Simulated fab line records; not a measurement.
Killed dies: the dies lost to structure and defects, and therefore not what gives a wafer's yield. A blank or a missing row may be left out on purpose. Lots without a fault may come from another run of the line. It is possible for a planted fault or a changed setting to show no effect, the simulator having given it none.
fab line records	flow sky130	part 2 of 2: steps 28 to 42 of 42
record: lots: 5	wafers: 15	last_day: 50
route steps=708 shown FIELD_ISO@1 NWELL@32 DNWELL@35
lots with no fault: from the same line, run without faults
start_h: hours from the record's first day to the start of the lot's first wafer shown	wait_h: hours from the lot's prior step to this one	" as in the row above	L1.1+2: a row that stands for several wafers	- no value present, or no start provided	* or withheld: withheld	< > ~ a bound
route shown NAME@n: a module of which the file shows steps, and the number in the route of the first	usual: mean/standard deviation of fault-free wafers	same: alike in all rows	chamber/n: place in a boat	sites: per-site readings	_std_site: how widely they spread, as a standard deviation	_edge_site: the outer-site mean with the inner-site mean subtracted	radius_mm: how far each site lies from the wafer's centre	mask NAME#n: copy n	behind: the most recent tool/chamber to have shaped the wafer	hold: why the lot went on hold/how many hours it stayed there/how the hold came to an end	device: transistor that didn't switch, given as n, p or np	end of line: at the end of the route, the tests of the same wafers	a step with no rows: only its recipe	killed: count of dies lost to structure and defects at first sort (not the wafer's yield)	map: shows each die of a wafer: x if killed, . if not, _ if none is there
set.NAME: the run value of the setting; set.NAME@STEP: its run value at that earlier step	model.NAME: the simulator's own value behind a step, which no gauge read
certain route steps with their lots: each step a table, each wafer a row
services: the hour from which a tool's chamber was out of use, counted from the record's first day as start_h (under 0 if before that day), plus the number of hours and why
== steps ==
step: SKY_FIELD_ISO_CMP_27
recipe: stop_on: Si3N4	t_overpolish_s: 16	down_force_psi: 4	platen_rpm: 60	target_thk_nm: 457.8	pad_velocity_m_s: 0.94248
usual: motor_current_A: 12.8/1.2	overpolish_run_s: 15.999/0.0089	time_to_endpoint_s: 113/5.6
lot.wafer	tool	chamber	start_h	wait_h	motor_current_A	overpolish_run_s	time_to_endpoint_s
L075.4	cmp-02	0	41.43	0.1	14.4	15.989	121
L075.2	"	1	"	"	11.2	15.992	113
L075.6	"	3	"	"	10.7	16.010	106
L077.4	cmp-01	2	51.22	0.1	13.3	15.984	120
L077.3	"	0	"	"	12.5	15.999	115
L077.5	"	2	"	"	12.9	16.008	121
L089.2	cmp-02	1	110.65	0.0	13.3	15.984	113
L089.4	"	3	"	"	11.1	15.986	104
L089.6	"	1	"	"	12.5	15.985	114
L092.4	cmp-02	0	125.84	0.1	14.7	15.990	113
L092.1	"	1	"	"	12.2	15.998	114
L092.6	"	2	"	"	12.3	16.007	107
L096.4	cmp-02	2	148.87	0.1	11.8	15.988	104
L096.5	"	3	"	"	10.5	16.004	108
L096.6	"	0	"	"	15.2	15.992	121
step: SKY_FIELD_ISO_WET_ETCH_28
recipe: chemistry: dHF	target_depth_nm: 23.7	target: SiO2	dilution: 10:1	temp_c: 25	time_s: 47
lot.wafer	tool	chamber	start_h	wait_h
L075.2+4+6	wet_bench-04	1	41.68	0.1
L077.3+4+5	wet_bench-04	1	51.47	0.1
L089.2+4+6	wet_bench-04	0	110.95	0.2
L092.1+4+6	wet_bench-02	3	126.04	0.1
L096.4+5+6	wet_bench-04	2	149.02	0.1
step: SKY_FIELD_ISO_WET_ETCH_29
recipe: chemistry: H3PO4	target_depth_nm: 160	target: Si3N4	temp_c: 160	time_s: 1825
lot.wafer	tool	chamber	start_h	wait_h
L075.2+4+6	wet_bench-03	0	41.71	0.0
L077.3+4+5	wet_bench-03	3	51.49	0.0
L089.2+4+6	wet_bench-02	2	110.97	0.0
L092.1+4+6	wet_bench-04	2	126.06	0.0
L096.4+5+6	wet_bench-02	0	149.04	0.0
step: SKY_FIELD_ISO_WET_ETCH_30
recipe: chemistry: dHF	target_depth_nm: 25	target: SiO2	dilution: 10:1	temp_c: 25	time_s: 50
lot.wafer	tool	chamber	start_h	wait_h
L075.2+4+6	wet_bench-04	1	42.22	0.0
L077.3+4+5	wet_bench-02	0	52.00	0.0
L089.2+4+6	wet_bench-03	1	111.49	0.0
L092.1+4+6	wet_bench-03	1	126.62	0.0
L096.4+5+6	wet_bench-04	0	149.55	0.0
step: SKY_NWELL_CLEAN_00
recipe: chemistry: SC1/SC2	mix: 1:4:20	temp_c: 70	time_s: 150	dry: n2_spin
lot.wafer	tool	chamber	start_h	wait_h
L075.2+4+6	wet_bench-03	1	42.24	0.0
L077.3+4+5	wet_bench-03	2	52.03	0.0
L089.2+4+6	wet_bench-04	1	111.51	0.0
L092.1+4+6	wet_bench-02	2	126.65	0.0
L096.4+5+6	wet_bench-03	3	149.58	0.0
step: SKY_NWELL_OXIDATION_01
recipe: temp_c: 900	ambient: O2	stabilise_s: 600	purge_s: 300	target_thk_a: 100	ox_time_s: 1418
usual: spike_tc_top_C: 910.6/2.1	tube_center_temp_C_max: 902.3/0.4
same: stabilise_s: 600
lot.wafer	tool	chamber	start_h	wait_h	spike_tc_top_C	tube_center_temp_C_max
L075.2	furnace-02	0	43.16	0.9	907.7	902.0
L075.4	"	0	"	"	909.3	901.9
L075.6	"	0	"	"	907.7	902.8
L077.3	furnace-01	0	55.26	3.2	912.1	902.1
L077.4	"	0	"	"	911.6	902.6
L077.5	"	0	"	"	912.3	902.1
L089.2	furnace-01	0	112.55	1.0	911.2	902.0
L089.4	"	0	"	"	910.7	902.6
L089.6	"	0	"	"	911.6	902.5
L092.1	furnace-02	0	127.13	0.4	909.2	902.5
L092.4	"	0	"	"	907.9	902.3
L092.6	"	0	"	"	908.3	902.0
L096.4	furnace-02	0	149.63	0.0	908.5	902.2
L096.5	"	0	"	"	908.5	902.2
L096.6	"	0	"	"	910.7	902.1
step: SKY_NWELL_THK_MEAS_02
recipe: reads: SiO2_of_NWELL_OXIDATION_01
usual: NWELL_OXIDATION_THK: 10.09/0.2
lot.wafer	tool	chamber	start_h	wait_h	NWELL_OXIDATION_THK[nm]
L075.2	film_metro-01	-	44.57	0.0	9.92
L075.4	"	-	"	"	9.87
L075.6	"	-	"	"	9.98
L077.3	film_metro-03	-	56.67	0.0	9.81
L077.4	"	-	"	"	10.02
L077.5	"	-	"	"	10.18
L089.2	film_metro-01	-	113.95	0.0	10.30
L089.4	"	-	"	"	10.29
L089.6	"	-	"	"	10.23
L092.1	film_metro-04	-	128.53	0.0	10.29
L092.4	"	-	"	"	10.29
L092.6	"	-	"	"	10.42
L096.4	film_metro-04	-	151.05	0.0	9.98
L096.5	"	-	"	"	10.12
L096.6	"	-	"	"	10.04
step: SKY_DNWELL_DEHYDRATE_00
recipe: temp_c: 200	time_s: 60
lot.wafer	tool	chamber	start_h	wait_h
L075.2+4+6	litho_track-01	0	51.57	7.0
L077.3+4+5	litho_track-01	0	63.80	7.1
L089.2+4+6	litho_track-03	0	121.87	7.9
L092.1+4+6	litho_track-03	0	137.30	8.8
L096.4+5+6	litho_track-01	0	161.27	10.2
step: SKY_DNWELL_HMDS_01
recipe: prime_time_s: 60	prime_temp_c: 120
lot.wafer	tool	chamber	start_h	wait_h
L075.2+4+6	litho_track-01	0	51.72	0.1
L077.3+4+5	litho_track-01	0	63.95	0.1
L089.2+4+6	litho_track-03	0	122.02	0.1
L092.1+4+6	litho_track-03	0	137.45	0.1
L096.4+5+6	litho_track-01	0	161.42	0.1
step: SKY_DNWELL_COAT_02
recipe: spin_rpm: 2000	resist_thk_nm: 3000
lot.wafer	tool	chamber	start_h	wait_h
L075.2+4+6	litho_track-01	0	51.87	0.1
L077.3+4+5	litho_track-01	0	64.10	0.1
L089.2+4+6	litho_track-03	0	122.17	0.1
L092.1+4+6	litho_track-03	0	137.60	0.1
L096.4+5+6	litho_track-01	0	161.57	0.1
step: SKY_DNWELL_SOFTBAKE_03
recipe: temp_c: 110	time_s: withheld
lot.wafer	tool	chamber	start_h	wait_h
L075.2+4+6	litho_track-01	0	52.03	0.1
L077.3+4+5	litho_track-01	0	64.26	0.1
L089.2+4+6	litho_track-03	0	122.33	0.1
L092.1+4+6	litho_track-03	0	137.75	0.1
L096.4+5+6	litho_track-01	0	161.75	0.1
step: SKY_DNWELL_EXPOSE_04
recipe: mask_id: DNM	na: 0.57	target_cd_nm: 3000	dose_mj: 222
lot.wafer	tool	chamber	start_h	wait_h	mask
L075.2+4+6	iline_stepper-02	0	-	-	DNM#0
L077.3+4+5	iline_stepper-01	0	-	-	DNM#0
L089.2+4+6	iline_stepper-01	0	-	-	DNM#0
L092.1+4+6	iline_stepper-01	0	-	-	DNM#0
L096.4+5+6	iline_stepper-01	0	-	-	DNM#0
step: SKY_DNWELL_PEB_05
recipe: temp_c: 115	time_s: withheld
lot.wafer	tool	chamber	start_h	wait_h
L075.2+4+6	litho_track-03	0	-	-
L077.3+4+5	litho_track-02	0	-	-
L089.2+4+6	litho_track-01	0	-	-
L092.1+4+6	litho_track-03	0	-	-
L096.4+5+6	litho_track-03	0	-	-
step: SKY_DNWELL_DEVELOP_06
recipe: wall_angle_deg: 90	developer: TMAH	develop_time_s: 60	dev_temp_c: 23
lot.wafer	tool	chamber	start_h	wait_h
L075.2+4+6	litho_track-03	0	-	-
L077.3+4+5	litho_track-02	0	-	-
L089.2+4+6	litho_track-01	0	-	-
L092.1+4+6	litho_track-03	0	-	-
L096.4+5+6	litho_track-03	0	-	-
step: SKY_DNWELL_IMPLANT_07
recipe: species: P	energy_kev: withheld	dose_cm2: withheld	tilt_deg: withheld
usual: end_station_pressure_torr: 5.05e-06/2.7e-07
lot.wafer	tool	chamber	start_h	wait_h	end_station_pressure_torr
L075.2	implanter-03	0	60.22	-	5.22e-06
L075.4	"	0	"	"	5.22e-06
L075.6	"	0	"	"	4.63e-06
L077.3	implanter-02	0	72.16	-	5.51e-06
L077.4	"	0	"	"	5.21e-06
L077.5	"	0	"	"	5.47e-06
L089.2	implanter-03	0	132.57	-	4.76e-06
L089.4	"	0	"	"	5.28e-06
L089.6	"	0	"	"	4.98e-06
L092.1	implanter-03	0	147.60	-	5.03e-06
L092.4	"	0	"	"	4.7e-06
L092.6	"	0	"	"	5.44e-06
L096.4	implanter-04	0	172.02	-	5.26e-06
L096.5	"	0	"	"	4.81e-06
L096.6	"	0	"	"	5.53e-06
== services ==
tool	chamber	start_h	hours	kind
krf_scanner-02	-	3.22	1.0	pm
krf_scanner-02	-	4.95	0.8	pm
furnace-02	-	12.67	7.1	pm
krf_scanner-02	-	12.80	4.0	pm
cmp-02	-	39.53	0.5	repair
lpcvd-02	-	49.49	2.8	pm
furnace-02	-	51.30	5.4	repair
krf_scanner-02	-	54.14	1.3	pm
rie_diel-03	0	64.91	3.8	repair
hdpcvd-01	-	66.75	15.0	pm
rie_diel-03	1	69.27	6.7	repair
furnace-02	-	81.63	3.0	pm
rie_si-02	-	85.48	0.1	repair
rie_diel-03	3	86.14	26.7	repair
cmp-02	-	87.46	0.5	repair
implanter-03	-	111.99	7.5	repair
rie_diel-03	0	117.10	14.1	repair
rie_diel-03	-	117.92	0.2	repair
furnace-01	-	123.95	2.9	pm
cmp-02	-	141.05	0.5	repair
krf_scanner-02	-	159.18	1.0	pm
furnace-01	-	161.91	2.7	pm
furnace-02	-	162.81	3.9	repair
krf_scanner-02	-	169.44	0.3	repair
